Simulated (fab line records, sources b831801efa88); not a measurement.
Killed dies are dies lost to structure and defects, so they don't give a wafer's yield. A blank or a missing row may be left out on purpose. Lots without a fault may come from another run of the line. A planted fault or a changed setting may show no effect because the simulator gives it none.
A struck lot beside a sound one | flow sky130 | 14 steps out of a route of 708
Sound: wafers L416.2, L416.3, L416.4. Struck: wafers L433.2, L433.4, L433.5. The cause comes at the end.
At each step with rows: each side's tool, then ch and its chambers, then its first start. Under that, the readings that differ: sound wafers | struck wafers | difference of the means | sigmas: that difference in standard deviations of wafers without a fault.
alike: readings whose means differ by less than 2 such deviations, and words and numbers that are the same on both sides. not compared: withheld readings, readings that some wafer has no value for, bounds like >300 that may hide the same value, and numbers for which the record gives no deviation and whose values overlap.
The two part at a step that has a row with sigmas, a row that says differs or no value, or rows on one side only. Numbers that don't overlap but have no deviation are shown without sigmas and don't part them. A reading that every wafer of one side lacks parts them only if that side has two wafers or more.

first, 5 steps without rows for these wafers: SKY_LDD_N_COAT_02 (resist thk 300 nm); SKY_LDD_N_SOFTBAKE_03 (time 60 s); SKY_LDD_N_EXPOSE_04 (exposes mask NTM, target cd 840 nm); SKY_LDD_N_PEB_05; SKY_LDD_N_DEVELOP_06 (develop time 60 s).
SKY_LDD_N_OVL_MEAS_07:
  sound on overlay-02, day 18 16:17; struck on overlay-01, day 24 06:34
  alike: LDD_N_OVL
then, 6 steps without rows for these wafers: SKY_LDD_N_IMPLANT_08; SKY_LDD_N_IMPLANT_09; SKY_LDD_N_IMPLANT_10; SKY_LDD_N_IMPLANT_11; SKY_LDD_N_IMPLANT_12; SKY_LDD_N_IMPLANT_13.
SKY_LDD_N_IMPLANT_14:
  sound on implanter-03 ch 0, day 18 17:14; struck on implanter-02, day 24 07:31
  no value came back on the struck wafers for beam_energy_keV, beam_on_s (s); on the sound wafers beam_energy_keV reads 50.021 50.035 50.024
then, 1 step without rows for these wafers: SKY_LDD_N_IMPLANT_15.

WHERE THEY PART
Only at SKY_LDD_N_IMPLANT_14, within this record.

WHY: what the simulator had put in
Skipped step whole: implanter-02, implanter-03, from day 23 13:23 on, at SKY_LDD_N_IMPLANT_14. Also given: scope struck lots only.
